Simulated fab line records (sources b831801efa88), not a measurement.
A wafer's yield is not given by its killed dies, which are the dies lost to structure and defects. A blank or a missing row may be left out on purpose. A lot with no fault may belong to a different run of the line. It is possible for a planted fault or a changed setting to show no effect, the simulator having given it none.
What tool caused it? / flow sky130 / 6 lots, 18 wafers sampled, at 5 steps of a route of 708

== WHAT THE GAUGES READ, wafer by wafer ==
SKY_VIA1_THK_MEAS_23: measures by xrf.
lot=L836; measured=day 35 09:46; on=film_metro-01; VIA1_W_THK (nm)=282.0 283.5 279.9
lot=L845; measured=day 38 12:52; on=film_metro-04; VIA1_W_THK (nm)=277.8 277.8 276.7
lot=L848; measured=day 38 21:53; on=film_metro-04; VIA1_W_THK (nm)=279.6 277.7 285.4
lot=L851; measured=day 40 10:55; on=film_metro-03; VIA1_W_THK (nm)=278.3 275.9 275.7
lot=L853; measured=day 40 17:28; on=film_metro-03; VIA1_W_THK (nm)=275.2 276.3 272.4
lot=L855; measured=day 41 01:34; on=film_metro-03; VIA1_W_THK (nm)=282.4 281.0 280.1

== TOOL THAT RAN EACH LOT (tool first, then ch and the chambers of the sampled wafers, then the start) ==
lot=L836; SKY_POLY_GATE_IMPLANT_02=implanter-04 ch 0, day 16 15:06; SKY_RES_PROTECT_STRIP_07=plasma_asher-02 ch 0,1, day 16 15:14; SKY_CONTACT_SPUTTER_23=pvd_sputter-02, day 33 01:49; SKY_CONTACT_CVD_24=cvd_w-01 ch 0,1, day 33 01:55
lot=L845; SKY_POLY_GATE_IMPLANT_02=implanter-01 ch 0, day 20 06:24; SKY_RES_PROTECT_STRIP_07=plasma_asher-04 ch 0,1, day 20 06:33; SKY_CONTACT_SPUTTER_23=pvd_sputter-04, day 36 05:28; SKY_CONTACT_CVD_24=cvd_w-01 ch 0,1, day 36 05:31
lot=L848; SKY_POLY_GATE_IMPLANT_02=implanter-02 ch 0, day 20 13:21; SKY_RES_PROTECT_STRIP_07=plasma_asher-03 ch 0,1, day 20 13:30; SKY_CONTACT_SPUTTER_23=pvd_sputter-04, day 36 15:48; SKY_CONTACT_CVD_24=cvd_w-02 ch 0,1, day 36 15:52
lot=L851; SKY_POLY_GATE_IMPLANT_02=implanter-02 ch 0, day 22 12:09; SKY_RES_PROTECT_STRIP_07=plasma_asher-03 ch 0,1, day 22 12:18; SKY_CONTACT_SPUTTER_23=pvd_sputter-02, day 38 05:50; SKY_CONTACT_CVD_24=cvd_w-01 ch 1, day 38 05:53
lot=L853; SKY_POLY_GATE_IMPLANT_02=implanter-04 ch 0, day 22 22:39; SKY_RES_PROTECT_STRIP_07=plasma_asher-03 ch 0,1, day 22 22:48; SKY_CONTACT_SPUTTER_23=pvd_sputter-03, day 38 12:26; SKY_CONTACT_CVD_24=cvd_w-01 ch 0,1, day 38 12:30
lot=L855; SKY_POLY_GATE_IMPLANT_02=implanter-04 ch 0, day 23 11:04; SKY_RES_PROTECT_STRIP_07=plasma_asher-02 ch 0,1, day 23 11:12; SKY_CONTACT_SPUTTER_23=pvd_sputter-03, day 38 21:29; SKY_CONTACT_CVD_24=cvd_w-01 ch 0,1, day 38 21:33
- SKY_POLY_GATE_IMPLANT_02
- SKY_RES_PROTECT_STRIP_07: strips in O2/N2.
- SKY_CONTACT_SPUTTER_23: material TiN, target thk 20 nm, time 80 s.
- SKY_CONTACT_CVD_24: deposits W, target thk 340 nm, time 102.12 s.

== THE ANSWER, worked out from the rows above alone ==
Rule: the usual values come from the lots themselves. The widest of any qualifying gaps counts: lots, ordered by their means at a reading, are off when they make up no more than a third of the lots, leave a main group of 4 or more, and stand apart from it by 3 or more times the standard deviation of that group's means. A main group whose means are all the same, to the digits that the tables above print for the reading, isn't used. A lot without any number at a reading at which 4 lots or more have one is off too. Where the step has rows for the other lots, those lots are counted as sound.
No lot is off at any reading shown: from this, nothing can be told.

== WHAT THE SIMULATOR HAD INSERTED ==
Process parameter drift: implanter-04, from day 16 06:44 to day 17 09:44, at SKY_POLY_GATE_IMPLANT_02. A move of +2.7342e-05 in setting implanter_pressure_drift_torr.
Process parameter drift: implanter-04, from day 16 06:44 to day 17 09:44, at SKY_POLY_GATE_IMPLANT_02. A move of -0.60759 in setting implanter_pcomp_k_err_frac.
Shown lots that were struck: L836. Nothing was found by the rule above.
